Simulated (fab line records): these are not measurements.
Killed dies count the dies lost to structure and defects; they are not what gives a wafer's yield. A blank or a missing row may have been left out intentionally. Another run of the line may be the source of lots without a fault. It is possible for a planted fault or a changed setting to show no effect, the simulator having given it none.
Which tool did it? -- flow sky130 -- route of 708 steps, sampled at 1 step: 13 lots, 39 wafers

== WHAT THE GAUGES SHOWED, per wafer ==
SKY_SD_N_TW_MEAS_12. Usual: SD_N_TW 4026, standard deviation 69.
lot,measured,on,SD_N_TW,flag
L476,day 27 17:38,film-metro-02,3960 3982 3987,
L477,day 27 21:01,film-metro-04,3907 3924 3911,
L479,day 29 06:25,film-metro-02,3953 3951 3946,
L483,day 30 16:53,film-metro-01,4090 4081 4092,
L489,day 32 16:50,film-metro-01,4102 4090 4086,
L490,day 32 18:16,film-metro-02,3969 3966 3960,
L491,day 33 01:49,film-metro-02,3955 3966 3984,
L494,day 34 06:58,film-metro-01,4113 4098 4108,
L493,day 34 10:50,film-metro-01,4077 4065 4076,
L495,day 34 11:44,film-metro-02,3975 3979 3969,
L496,day 34 13:46,film-metro-01,4087 4076 4077,
L497,day 35 00:34,film-metro-01,4076 4073 4077,
L498,day 35 03:47,film-metro-02,3992 3991 3988,

== WHAT TOOL EACH LOT RAN ON (gives the tool, then ch and the chambers of the sampled wafers, and finally the start) ==
The record shows no process step preceding these readings.

== WHAT THE TOOLS THEMSELVES READ (means of the sampled wafers that have a number; where no wafer has one, the mark that the record gives instead) ==
The record holds no such reading with a usual standard deviation.

== THE ANSWER, worked out from the rows above alone ==
Rule: take the mean of a lot's wafers that have a number; if it is more than 3 standard deviations from the usual mean, the lot is off. Also off: a lot with no number at a reading for which 4 or more lots have one. All remaining lots with rows at the step are treated as sound. The gauges are gone through in route order, then the tools' own readings, and for those a lot's mean is taken as printed above. The first step at which some lot is off is used, and at that step the reading that is off furthest; a lot without a number counts as furthest.
No lot is off on any of the readings shown, so nothing can be concluded from this.

== WHAT THE SIMULATOR PUT IN ==
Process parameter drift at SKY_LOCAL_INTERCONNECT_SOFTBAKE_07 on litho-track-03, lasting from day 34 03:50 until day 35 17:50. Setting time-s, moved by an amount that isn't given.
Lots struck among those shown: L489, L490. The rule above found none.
